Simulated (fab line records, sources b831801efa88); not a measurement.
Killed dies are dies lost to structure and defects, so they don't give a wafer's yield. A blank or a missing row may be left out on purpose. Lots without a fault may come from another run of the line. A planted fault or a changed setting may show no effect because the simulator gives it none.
fab line records | flow sky130
record lots=11 wafers=33 last_day=50
route steps=708 shown METAL2@486 VIA3@573 PAD_OPEN@708
lots that met no fault: from a run of the same line without faults
start_h: hours from the record's first day to the start of the lot's first wafer shown | wait_h: hours since the lot's step before | " the same as in the row above | L1.1+2: a row that stands for several wafers | - no value, or no start given | * or withheld: withheld | < > ~ a bound
route shown NAME@n: a module of which the file shows steps, and the number in the route of the first | usual: mean/standard deviation of fault-free wafers | same: alike in all rows | chamber/n: place in a boat | sites: the reading at each site | _std_site: their standard deviation | _edge_site: outer sites' mean less inner sites' | radius_mm: how far each site lies from the wafer's centre | mask NAME#n: copy n | behind: the tool/chamber that last shaped the wafer | hold: why the lot was held/for how many hours/how that ended | device: the transistor (n, p or np) that didn't switch | end of line: the same wafers' tests at the end of the route | a step without rows: its recipe alone | killed: dies lost to structure and defects at the first sort, not the wafer's yield | map: a wafer's dies, x killed, . not, _ none there
set.NAME: the setting as run; set.NAME@STEP: as run at that earlier step | model.NAME: the simulator's own value behind a step, which no gauge read
steps of the route over a sample of lots; a table a step, a row a wafer
services: from which hour (start_h, from the record's first day; less than 0 if before it) a tool's chamber was out of use, for how many hours, and why
## steps
# step SKY_METAL2_SPUTTER_03
# recipe material=Ti target_thk_nm=5 power_w=3000 time_s=3.3 chamber_pressure_pa=0.4
# usual throttle_valve_pct=30.2/1.5
# columns lot.wafer tool chamber start_h wait_h throttle_valve_pct
L328.2 pvd_sputter-04 - 820.01 0.0 29.6
L328.3 " - " " 31.8
L328.5 " - " " 31.8
L327.3 pvd_sputter-03 - 822.02 0.0 29.6
L327.4 " - " " 33.1
L327.5 " - " " 32.9
L329.1 pvd_sputter-03 - 834.06 0.0 33.3
L329.4 " - " " 29.6
L329.5 " - " " 29.1
L330.2 pvd_sputter-03 - 837.30 0.0 28.8
L330.3 " - " " 33.1
L330.4 " - " " 29.6
L333.1 pvd_sputter-01 - 855.57 0.0 30.9
L333.2 " - " " 27.9
L333.3 " - " " 31.5
L335.1 pvd_sputter-04 - 869.35 0.0 29.8
L335.3 " - " " 29.4
L335.5 " - " " 29.8
L337.1 pvd_sputter-04 - 885.23 0.0 31.7
L337.3 " - " " 29.9
L337.5 " - " " 28.3
L338.3 pvd_sputter-01 - 890.69 0.0 31.0
L338.4 " - " " 30.3
L338.5 " - " " 31.2
L340.1 pvd_sputter-04 - 904.51 0.0 29.6
L340.4 " - " " 29.7
L340.6 " - " " 31.9
L341.1 pvd_sputter-03 - 913.16 0.0 29.3
L341.3 " - " " 29.4
L341.6 " - " " 29.4
L347.1 pvd_sputter-04 - 950.19 0.0 29.4
L347.3 " - " " 28.2
L347.4 " - " " 29.8
# step SKY_METAL2_DESCUM_17
# recipe chemistry=O2 source_power_w=150 bias_power_w=0 pressure_mtorr=10 temp_c=40 time_s=8
# usual drypump_motor_current_A=5.8/0.39 oes_product_au=0.997/0.0069
# columns lot.wafer tool chamber start_h wait_h drypump_motor_current_A oes_product_au rf_hours_counter_h
L328.2 rie_metal-04 1 847.81 0.0 5.0 0.996 1
L328.3 " 0 " " 5.6 0.993 -
L328.5 " 1 " " 5.1 0.997 -
L327.3 rie_metal-03 1 848.70 0.0 6.2 0.996 -
L327.4 " 0 " " 5.4 0.987 -
L327.5 " 0 " " 5.4 1.000 -
L329.1 rie_metal-03 1 860.56 0.0 6.2 0.999 1
L329.4 " 1 " " 6.2 1.005 -
L329.5 " 1 " " 6.2 0.992 -
L330.2 rie_metal-01 1 863.37 0.0 6.2 0.999 11
L330.3 " 1 " " 6.1 0.987 -
L330.4 " 0 " " 5.9 0.987 -
L333.1 rie_metal-04 1 881.34 0.0 5.1 1.016 3
L333.2 " 0 " " 5.5 0.992 5
L333.3 " 1 " " 5.1 1.001 -
L335.1 rie_metal-01 0 895.26 0.0 5.9 1.000 8
L335.3 " 1 " " 6.1 0.998 -
L335.5 " 0 " " 6.0 0.985 -
L337.1 rie_metal-01 1 910.01 0.0 6.1 0.994 13
L337.3 " 1 " " 6.1 0.993 -
L337.5 " 0 " " 5.9 0.994 -
L338.3 rie_metal-03 1 916.52 0.0 6.2 0.989 -
L338.4 " 0 " " 5.4 0.989 -
L338.5 " 0 " " 5.4 0.985 -
L340.1 rie_metal-01 1 929.99 0.0 6.1 0.994 14
L340.4 " 1 " " 6.1 0.991 -
L340.6 " 1 " " 6.1 0.989 -
L341.1 rie_metal-01 1 937.57 0.0 6.1 1.000 14
L341.3 " 1 " " 6.1 0.993 -
L341.6 " 1 " " 6.1 0.995 -
L347.1 rie_metal-04 1 973.66 0.0 5.0 1.007 7
L347.3 " 1 " " 5.0 1.003 -
L347.4 " 0 " " 5.6 0.996 -
# step SKY_METAL2_STRIP_20
# recipe chemistry=O2/N2 power_w=1400 pressure_mtorr=1500 platen_temp_c=withheld o2_flow_sccm=3000 n2_flow_sccm=300 overash_fraction=0.5
# usual drypump_motor_current_A=5.69/0.18 oes_product_au=0.344/0.0047 strip_time_to_endpoint_s=2.703/0.029
# columns lot.wafer tool chamber start_h wait_h drypump_motor_current_A oes_product_au rf_hours_counter_h strip_time_to_endpoint_s
L328.2 plasma_asher-03 0 847.99 0.1 5.96 0.343 99 2.686
L328.3 " 0 " " 5.98 0.343 - 2.704
L328.5 " 1 " " 5.68 0.337 - 2.637
L327.3 plasma_asher-03 1 848.90 0.1 5.67 0.333 - 2.708
L327.4 " 0 " " 5.97 0.343 - 2.672
L327.5 " 1 " " 5.67 0.329 - 2.679
L329.1 plasma_asher-01 1 860.93 0.1 5.74 0.339 75 2.716
L329.4 " 0 " " 5.75 0.340 - 2.671
L329.5 " 0 " " 5.74 0.344 - 2.653
L330.2 plasma_asher-04 1 863.56 0.1 5.64 0.346 12 2.741
L330.3 " 1 " " 5.63 0.341 - 2.750
L330.4 " 0 " " 5.32 0.343 - 2.695
L333.1 plasma_asher-01 1 881.52 0.1 5.75 0.347 77 2.685
L333.2 " 0 " " 5.77 0.341 77 2.729
L333.3 " 0 " " 5.75 0.343 - 2.705
L335.1 plasma_asher-04 0 895.44 0.1 5.32 0.345 15 2.709
L335.3 " 0 " " 5.31 0.343 - 2.725
L335.5 " 1 " " 5.64 0.342 - 2.700
L337.1 plasma_asher-04 0 910.19 0.1 5.31 0.344 16 2.760
L337.3 " 1 " " 5.68 0.352 - 2.757
L337.5 " 1 " " 5.68 0.346 - 2.694
L338.3 plasma_asher-03 1 916.73 0.1 5.68 0.345 - 2.755
L338.4 " 0 " " 5.95 0.346 - 2.717
L338.5 " 1 " " 5.70 0.347 - 2.744
L340.1 plasma_asher-04 1 930.17 0.1 5.63 0.346 18 2.716
L340.4 " 1 " " 5.66 0.349 - 2.745
L340.6 " 1 " " 5.64 0.349 - 2.715
L341.1 plasma_asher-03 0 937.76 0.1 5.94 0.343 107 2.727
L341.3 " 1 " " 5.69 0.347 - 2.708
L341.6 " 0 " " 5.96 0.345 - 2.685
L347.1 plasma_asher-01 1 973.84 0.1 5.74 0.347 86 2.678
L347.3 " 0 " " 5.77 0.342 - 2.664
L347.4 " 1 " " 5.73 0.344 - 2.685
# step SKY_VIA3_HDPCVD_00
# recipe material=SiO2 target_thk_nm=1635 sigma_open_frac=0.3 time_s=272.5 temp_c=400 sih4_flow_sccm=60 pressure_mtorr=6
# columns lot.wafer tool chamber start_h wait_h
L328.2+3+5 hdpcvd-02 2,1,0 927.00 0.0
L327.3+4+5 hdpcvd-02 1,1,0 929.22 0.0
L329.1+4+5 hdpcvd-02 2,1,0 940.28 0.0
L330.2+3+4 hdpcvd-02 1,2,2 943.43 0.0
L333.1+2+3 hdpcvd-01 2,0,1 960.37 0.0
L335.1+3+5 hdpcvd-01 0,1,0 972.94 0.0
L337.1+3+5 hdpcvd-01 0,2,2 986.81 0.0
L338.3+4+5 hdpcvd-01 2,1,2 993.99 0.0
L340.1+4+6 hdpcvd-02 1,1,0 1006.02 0.0
L341.1+3+6 hdpcvd-02 1,2,2 1013.61 0.0
L347.1+3+4 hdpcvd-02 0,2,0 1048.45 0.0
# step SKY_VIA3_THK_MEAS_01
# recipe reads=SiO2_of_VIA3_HDPCVD_00
# usual VIA3_HDPCVD_THK=1638/14
# columns lot.wafer tool chamber start_h wait_h VIA3_HDPCVD_THK[nm]
L328.2 film_metro-03 - 927.18 0.1 1637
L328.3 " - " " 1645
L328.5 " - " " 1628
L327.3 film_metro-01 - 929.41 0.1 1625
L327.4 " - " " 1622
L327.5 " - " " 1606
L329.1 film_metro-03 - 940.45 0.1 1640
L329.4 " - " " 1634
L329.5 " - " " 1628
L330.2 film_metro-01 - 943.61 0.1 1638
L330.3 " - " " 1622
L330.4 " - " " 1623
L333.1 film_metro-03 - 960.54 0.1 1626
L333.2 " - " " 1653
L333.3 " - " " 1631
L335.1 film_metro-03 - 973.11 0.1 1626
L335.3 " - " " 1628
L335.5 " - " " 1649
L337.1 film_metro-01 - 986.98 0.1 2471
L337.3 " - " " 1631
L337.5 " - " " 1637
L338.3 film_metro-02 - 994.18 0.1 1631
L338.4 " - " " 2470
L338.5 " - " " 1638
L340.1 film_metro-03 - 1006.19 0.1 1664
L340.4 " - " " 1649
L340.6 " - " " 1636
L341.1 film_metro-01 - 1013.78 0.1 1614
L341.3 " - " " 1626
L341.6 " - " " 1646
L347.1 film_metro-01 - 1048.62 0.1 1650
L347.3 " - " " 1658
L347.4 " - " " 1642
# step SKY_PAD_OPEN_PROBE_99
# usual defect_limited_yield=82.5/2 killed_at_M0_to_M3=43/7.1 killed_at_M4_up=3.3/2 killed_at_contacts=24/5.1 killed_at_front_end=15/4.6 killed_at_other=0.3/0.6 killed_dies=86/9.6 killed_on_rim=17/3.8 killed_open=46/7.3 killed_short=39/6.7 sort_bin_3_pad_short=0.9/0.44 sort_bin_5_function=10.4/1.5 sort_bin_6_memory=6.2/1.1 sort_n_pass=406/9.6 sort_yield_pct=82.5/2
# same gross_dies=492 killed_at_back_side=0 sort_bin_4_leakage[%]=0 sort_bin_8_speed[%]=0
# columns lot.wafer tool chamber start_h wait_h defect_limited_yield[%] killed_at_M0_to_M3 killed_at_M4_up killed_at_contacts killed_at_front_end killed_at_other killed_dies killed_on_rim killed_open killed_short sort_bin_3_pad_short[%] sort_bin_5_function[%] sort_bin_6_memory[%] sort_n_pass sort_yield_pct[%]
L335.1 prober-02 - 1137.90 0.1 84.3 38 2 21 16 0 77 14 54 23 0.8 9.6 5.3 415 84.3
L335.3 prober-02 - 1138.00 0.2 82.1 46 6 26 10 0 88 15 48 40 2.0 9.3 6.5 404 82.1
L335.5 prober-02 - 1138.10 0.2 85.6 34 0 20 17 0 71 12 32 38 1.2 7.9 5.3 421 85.6
L338.3 prober-01 - 1153.81 0.2 79.7 54 3 31 12 0 100 19 57 43 0.4 13.0 6.9 392 79.7
L338.5 prober-01 - 1153.91 0.2 81.1 54 3 19 17 0 93 20 44 49 1.2 10.8 6.9 399 81.1
L340.1 prober-01 - 1162.14 0.1 81.3 43 2 33 12 2 92 22 55 35 1.2 10.4 7.1 400 81.3
L340.4 prober-01 - 1162.29 0.2 79.3 53 2 31 16 0 102 26 64 38 1.2 12.2 7.3 390 79.3
L340.6 prober-01 - 1162.39 0.2 83.5 37 1 27 16 0 81 15 46 35 1.8 9.8 4.9 411 83.5
# killed by level:class
L335.1 VIA1:geometric_particle:open=12 CONTACT:geometric_particle:open=8 VIA2:geometric_particle:open=7 LI_CONTACT:geometric_particle:open=5 LOCAL_INTERCONNECT:geometric_particle:short=5 FIELD_ISO:geometric_particle:open=4 POLY_GATE:geometric_particle:open=4 VIA3:geometric_particle:open=4
L335.3 VIA1:geometric_particle:open=11 CONTACT:geometric_particle:open=7 VIA2:geometric_particle:open=7 METAL2:geometric_particle:short=6 LI_CONTACT:geometric_particle:open=6 CONTACT:geometric_particle:short=6 LOCAL_INTERCONNECT:geometric_particle:short=5 VIA3:geometric_particle:open=5
L335.5 VIA1:geometric_particle:open=8 METAL2:geometric_particle:short=6 FIELD_ISO:geometric_particle:short=5 METAL1:geometric_particle:short=5 CONTACT:geometric_particle:short=5 SPACER:geometric_particle:open=4 LI_CONTACT:geometric_particle:open=4 CONTACT:geometric_particle:open=4
L338.3 LI_CONTACT:geometric_particle:open=15 VIA1:geometric_particle:open=12 VIA2:geometric_particle:open=9 METAL2:geometric_particle:short=8 VIA3:geometric_particle:open=8 METAL1:geometric_particle:short=6 FIELD_ISO:geometric_particle:short=5 CONTACT:geometric_particle:open=5
L338.5 VIA1:geometric_particle:open=13 VIA1:geometric_particle:short=8 CONTACT:geometric_particle:open=7 FIELD_ISO:geometric_particle:short=6 METAL1:geometric_particle:short=6 METAL3:geometric_particle:short=6 VIA3:geometric_particle:open=6 VIA2:geometric_particle:open=5
L340.1 CONTACT:geometric_particle:open=15 VIA1:geometric_particle:open=10 VIA3:geometric_particle:open=8 LI_CONTACT:geometric_particle:open=7 METAL1:geometric_particle:short=7 POLY_GATE:geometric_particle:open=4 METAL2:geometric_particle:short=4 LOCAL_INTERCONNECT:geometric_particle:short=3
L340.4 CONTACT:geometric_particle:open=14 VIA1:geometric_particle:open=12 VIA3:geometric_particle:open=10 LI_CONTACT:geometric_particle:open=7 VIA2:geometric_particle:open=7 LOCAL_INTERCONNECT:geometric_particle:short=6 FIELD_ISO:geometric_particle:short=5 POLY_GATE:geometric_particle:open=5
L340.6 CONTACT:geometric_particle:open=11 LI_CONTACT:geometric_particle:open=8 VIA2:geometric_particle:short=7 VIA1:geometric_particle:open=7 VIA3:geometric_particle:short=6 FIELD_ISO:geometric_particle:open=5 POLY_GATE:geometric_particle:open=5 LOCAL_INTERCONNECT:geometric_particle:short=4
## services
# columns tool chamber start_h hours kind
hdpcvd-02 0 833.49 4.1 repair
rie_metal-03 0 856.76 10.4 repair
hdpcvd-02 - 861.50 0.9 repair
plasma_asher-03 - 870.19 6.1 repair
pvd_sputter-01 - 882.35 0.6 repair
pvd_sputter-03 - 882.81 15.7 repair
pvd_sputter-03 - 884.85 2.9 repair
plasma_asher-03 - 895.18 1.1 repair
rie_metal-03 1 897.38 2.3 repair
plasma_asher-01 - 924.18 2.8 pm
rie_metal-04 1 925.21 2.4 repair
pvd_sputter-01 - 932.95 8.8 repair
hdpcvd-01 2 948.83 5.1 repair
hdpcvd-02 - 950.25 15.0 pm
pvd_sputter-03 - 958.76 12.5 repair
plasma_asher-03 - 972.97 1.6 repair
rie_metal-04 1 975.93 7.1 repair
plasma_asher-01 - 982.05 14.0 repair
plasma_asher-01 - 985.93 11.8 repair
hdpcvd-02 - 986.02 1.6 repair
hdpcvd-02 - 1006.62 0.7 repair
rie_metal-03 - 1025.77 2.8 pm
plasma_asher-03 - 1026.99 1.8 repair
rie_metal-03 - 1030.18 14.6 pm
## key
first_sign step=SKY_VIA3_THK_MEAS_01 reading=VIA3_HDPCVD_THK direction=up sigmas=61 usual=1638 struck=2470
effect none on later readings
met_at SKY_VIA3_HDPCVD_00
struck_lots L337,L338
struck_wafers L337.1,L338.4
not_acting_at SKY_METAL2_SPUTTER_03,SKY_METAL2_DESCUM_17,SKY_METAL2_STRIP_20
onset_between 972.94 986.81
fault kind=process_parameter_drift tool=hdpcvd-01 chamber=- onset_h=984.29 steps=SKY_VIA3_HDPCVD_00 channel=target_thk_nm offset=834.95 shape=step end_h=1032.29 scope=struck_wafers_only acts_in=these_recipes_only stated=1635
